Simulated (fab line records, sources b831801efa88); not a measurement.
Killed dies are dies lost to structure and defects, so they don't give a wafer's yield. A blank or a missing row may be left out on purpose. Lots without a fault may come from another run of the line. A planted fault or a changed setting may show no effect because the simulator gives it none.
Which tool did it? | flow gf180mcu | 24 lots, 72 wafers sampled, at 4 steps of a route of 602

WHAT THE GAUGES READ, wafer by wafer
GF_V4_THK_MEAS_01.
lot  | measured     | on            | V4_CVD_00_THK (nm)
L074 | day 23 15:49 | film_metro-01 | 609 616 615
L075 | day 23 17:36 | film_metro-04 | 606 588 602
L076 | day 24 02:39 | film_metro-04 | 590 601 596
L077 | day 24 11:35 | film_metro-01 | 605 603 593
L078 | day 24 19:53 | film_metro-01 | 598 598 607
L080 | day 25 16:41 | film_metro-02 | 603 607 605
L079 | day 25 18:30 | film_metro-04 | 592 607 596
L081 | day 26 01:55 | film_metro-01 | 603 602 603
L082 | day 26 05:39 | film_metro-01 | 593 597 596
L083 | day 26 21:40 | film_metro-01 | 595 598 596
L084 | day 27 04:41 | film_metro-01 | 599 601 600
L085 | day 27 11:36 | film_metro-04 | 599 587 608
L086 | day 27 17:04 | film_metro-02 | 595 602 602
L087 | day 28 03:38 | film_metro-01 | 596 591 591
L088 | day 28 05:11 | film_metro-02 | 589 604 606
L089 | day 28 17:08 | film_metro-02 | 589 591 597
L090 | day 29 03:25 | film_metro-01 | 605 602 602
L091 | day 29 09:10 | film_metro-01 | 602 589 596
L092 | day 29 14:28 | film_metro-04 | 596 598 615
L094 | day 29 18:59 | film_metro-01 | 599 608 595
L093 | day 29 23:54 | film_metro-04 | 594 590 604
L095 | day 30 05:28 | film_metro-02 | 598 587 597
L096 | day 30 13:30 | film_metro-02 | 599 613 607
L097 | day 30 16:02 | film_metro-02 | 591 590 594

WHICH TOOL RAN EACH LOT (tool, then ch and the chambers of the sampled wafers, then the start)
lot  | GF_M3_SPUTTER_03             | GF_M4_SPUTTER_01             | GF_M4_SPUTTER_03
L074 | pvd_sputter-02, day 20 11:14 | pvd_sputter-04, day 22 15:40 | pvd_sputter-04, day 22 15:43
L075 | pvd_sputter-03, day 20 14:32 | pvd_sputter-04, day 22 17:40 | pvd_sputter-04, day 22 17:44
L076 | pvd_sputter-01, day 21 01:33 | pvd_sputter-03, day 23 03:14 | pvd_sputter-03, day 23 03:18
L077 | pvd_sputter-03, day 21 09:41 | pvd_sputter-03, day 23 11:02 | pvd_sputter-03, day 23 11:06
L078 | pvd_sputter-03, day 21 19:38 | pvd_sputter-04, day 23 20:49 | pvd_sputter-04, day 23 20:53
L080 | pvd_sputter-01, day 22 17:59 | pvd_sputter-04, day 24 18:06 | pvd_sputter-04, day 24 18:10
L079 | pvd_sputter-01, day 22 19:32 | pvd_sputter-01, day 24 19:43 | pvd_sputter-01, day 24 19:46
L081 | pvd_sputter-01, day 23 02:29 | pvd_sputter-04, day 25 03:19 | pvd_sputter-04, day 25 03:23
L082 | pvd_sputter-02, day 23 08:50 | pvd_sputter-01, day 25 07:19 | pvd_sputter-01, day 25 07:22
L083 | pvd_sputter-03, day 24 00:22 | pvd_sputter-04, day 25 23:43 | pvd_sputter-04, day 25 23:46
L084 | pvd_sputter-03, day 24 09:28 | pvd_sputter-01, day 26 07:23 | pvd_sputter-01, day 26 07:27
L085 | pvd_sputter-01, day 24 17:31 | pvd_sputter-01, day 26 14:25 | pvd_sputter-01, day 26 14:28
L086 | pvd_sputter-01, day 24 22:29 | pvd_sputter-03, day 26 19:58 | pvd_sputter-03, day 26 20:01
L087 | pvd_sputter-03, day 25 10:23 | pvd_sputter-01, day 27 06:50 | pvd_sputter-01, day 27 06:53
L088 | pvd_sputter-02, day 25 11:07 | pvd_sputter-03, day 27 08:18 | pvd_sputter-03, day 27 08:22
L089 | pvd_sputter-02, day 26 00:02 | pvd_sputter-03, day 27 20:13 | pvd_sputter-03, day 27 20:16
L090 | pvd_sputter-02, day 26 11:29 | pvd_sputter-04, day 28 06:48 | pvd_sputter-04, day 28 06:52
L091 | pvd_sputter-02, day 26 17:26 | pvd_sputter-04, day 28 12:46 | pvd_sputter-04, day 28 12:50
L092 | pvd_sputter-01, day 26 22:44 | pvd_sputter-01, day 28 18:10 | pvd_sputter-01, day 28 18:14
L094 | pvd_sputter-01, day 27 05:01 | pvd_sputter-01, day 28 23:09 | pvd_sputter-01, day 28 23:13
L093 | pvd_sputter-01, day 27 08:51 | pvd_sputter-04, day 29 04:17 | pvd_sputter-04, day 29 04:20
L095 | pvd_sputter-02, day 27 16:08 | pvd_sputter-04, day 29 09:50 | pvd_sputter-04, day 29 09:54
L096 | pvd_sputter-03, day 28 00:52 | pvd_sputter-01, day 29 18:04 | pvd_sputter-01, day 29 18:07
L097 | pvd_sputter-01, day 28 04:02 | pvd_sputter-03, day 29 21:27 | pvd_sputter-03, day 29 21:31
- GF_M3_SPUTTER_03: material Ti, target thk 10 nm, time 6.7 s.
- GF_M4_SPUTTER_01: material TiN, target thk 30 nm, time 25 s.
- GF_M4_SPUTTER_03: material Ti, target thk 10 nm, time 6.7 s.

WHAT THE TOOLS THEMSELVES READ (means of the sampled wafers that have a number; where no wafer has one, the mark that the record gives instead)
GF_M3_SPUTTER_03.
lot  | tool           | cathode_dc_power_W (W) | throttle_valve_pct (%)
L074 | pvd_sputter-02 | 2999.8                 | 30.9
L075 | pvd_sputter-03 | 2999.6                 | 30.0
L076 | pvd_sputter-01 | 3000.3                 | 30.5
L077 | pvd_sputter-03 | 3000.2                 | 30.6
L078 | pvd_sputter-03 | 3000.6                 | 29.7
L080 | pvd_sputter-01 | 3000.1                 | 32.0
L079 | pvd_sputter-01 | 3000.2                 | 31.9
L081 | pvd_sputter-01 | 2999.8                 | 32.2
L082 | pvd_sputter-02 | 2999.2                 | 29.2
L083 | pvd_sputter-03 | 3000.0                 | 29.9
L084 | pvd_sputter-03 | 2999.8                 | 29.8
L085 | pvd_sputter-01 | 3000.7                 | 31.3
L086 | pvd_sputter-01 | 3000.4                 | 30.7
L087 | pvd_sputter-03 | 3000.4                 | 30.0
L088 | pvd_sputter-02 | 2999.9                 | 29.8
L089 | pvd_sputter-02 | 3000.4                 | 29.8
L090 | pvd_sputter-02 | 2999.8                 | 30.0
L091 | pvd_sputter-02 | 3000.4                 | 30.5
L092 | pvd_sputter-01 | 3000.3                 | 30.7
L094 | pvd_sputter-01 | 2999.6                 | 30.4
L093 | pvd_sputter-01 | 3000.5                 | 31.3
L095 | pvd_sputter-02 | 2999.9                 | 30.4
L096 | pvd_sputter-03 | 3000.2                 | 29.9
L097 | pvd_sputter-01 | 2999.6                 | 31.5

GF_M4_SPUTTER_01.
lot  | tool           | cathode_dc_power_W (W) | throttle_valve_pct (%)
L074 | pvd_sputter-04 | 6498.6                 | 31.0
L075 | pvd_sputter-04 | 6499.7                 | 31.0
L076 | pvd_sputter-03 | 6500.1                 | 30.3
L077 | pvd_sputter-03 | 6500.2                 | 30.6
L078 | pvd_sputter-04 | 6498.4                 | 30.8
L080 | pvd_sputter-04 | 6499.4                 | 30.9
L079 | pvd_sputter-01 | 6499.5                 | 30.5
L081 | pvd_sputter-04 | 6500.1                 | 30.9
L082 | pvd_sputter-01 | 6500.5                 | 32.1
L083 | pvd_sputter-04 | 6500.2                 | 31.0
L084 | pvd_sputter-01 | 6499.5                 | 30.7
L085 | pvd_sputter-01 | 6499.6                 | 31.4
L086 | pvd_sputter-03 | 6500.1                 | 29.8
L087 | pvd_sputter-01 | 6499.5                 | 30.7
L088 | pvd_sputter-03 | 6500.7                 | 29.7
L089 | pvd_sputter-03 | 6499.6                 | 30.3
L090 | pvd_sputter-04 | 6499.9                 | 30.7
L091 | pvd_sputter-04 | 6498.8                 | 30.7
L092 | pvd_sputter-01 | 6499.7                 | 31.9
L094 | pvd_sputter-01 | 6500.3                 | 31.4
L093 | pvd_sputter-04 | 6501.5                 | 30.8
L095 | pvd_sputter-04 | 6500.3                 | 30.8
L096 | pvd_sputter-01 | 6500.2                 | 32.0
L097 | pvd_sputter-03 | 6499.5                 | 31.2

GF_M4_SPUTTER_03.
lot  | tool           | cathode_dc_power_W (W) | throttle_valve_pct (%)
L074 | pvd_sputter-04 | 2999.9                 | 31.0
L075 | pvd_sputter-04 | 3000.2                 | 31.0
L076 | pvd_sputter-03 | 3000.3                 | 30.4
L077 | pvd_sputter-03 | 2999.8                 | 30.5
L078 | pvd_sputter-04 | 2998.7                 | 30.8
L080 | pvd_sputter-04 | 3000.2                 | 30.7
L079 | pvd_sputter-01 | 3000.2                 | 30.7
L081 | pvd_sputter-04 | 2999.7                 | 31.2
L082 | pvd_sputter-01 | 3000.3                 | 32.0
L083 | pvd_sputter-04 | 3000.1                 | 30.7
L084 | pvd_sputter-01 | 2999.5                 | 30.7
L085 | pvd_sputter-01 | 3000.6                 | 31.5
L086 | pvd_sputter-03 | 2999.8                 | 29.8
L087 | pvd_sputter-01 | 3000.2                 | 30.8
L088 | pvd_sputter-03 | 2999.9                 | 29.7
L089 | pvd_sputter-03 | 2999.8                 | 30.3
L090 | pvd_sputter-04 | 3000.4                 | 30.9
L091 | pvd_sputter-04 | 2999.9                 | 30.9
L092 | pvd_sputter-01 | 3000.6                 | 32.1
L094 | pvd_sputter-01 | 2999.8                 | 31.2
L093 | pvd_sputter-04 | 2999.6                 | 30.8
L095 | pvd_sputter-04 | 2999.7                 | 30.9
L096 | pvd_sputter-01 | 3000.6                 | 32.0
L097 | pvd_sputter-03 | 3000.1                 | 31.2

THE ANSWER, worked out from the rows above alone
Rule: what is usual is taken from the lots themselves. Put in order of their means at a reading, lots are off if they are a third of the lots or fewer, leave a main group of 4 or more, and stand apart from it by a gap of 3 or more times the standard deviation of the main group's means; of several such gaps the widest counts. A main group whose means are all the same, to the digits that the tables above print for the reading, isn't used. A lot without any number at a reading at which 4 lots or more have one is off too. The other lots that the step has rows for count as sound. The gauges are gone through in route order, then the tools' own readings, and for those a lot's mean is taken as printed above. The first step at which some lot is off is used, and at that step the reading that is off furthest; a lot without a number counts as furthest.
No lot is off at any reading shown: from this, nothing can be told.

WHAT THE SIMULATOR HAD PUT IN
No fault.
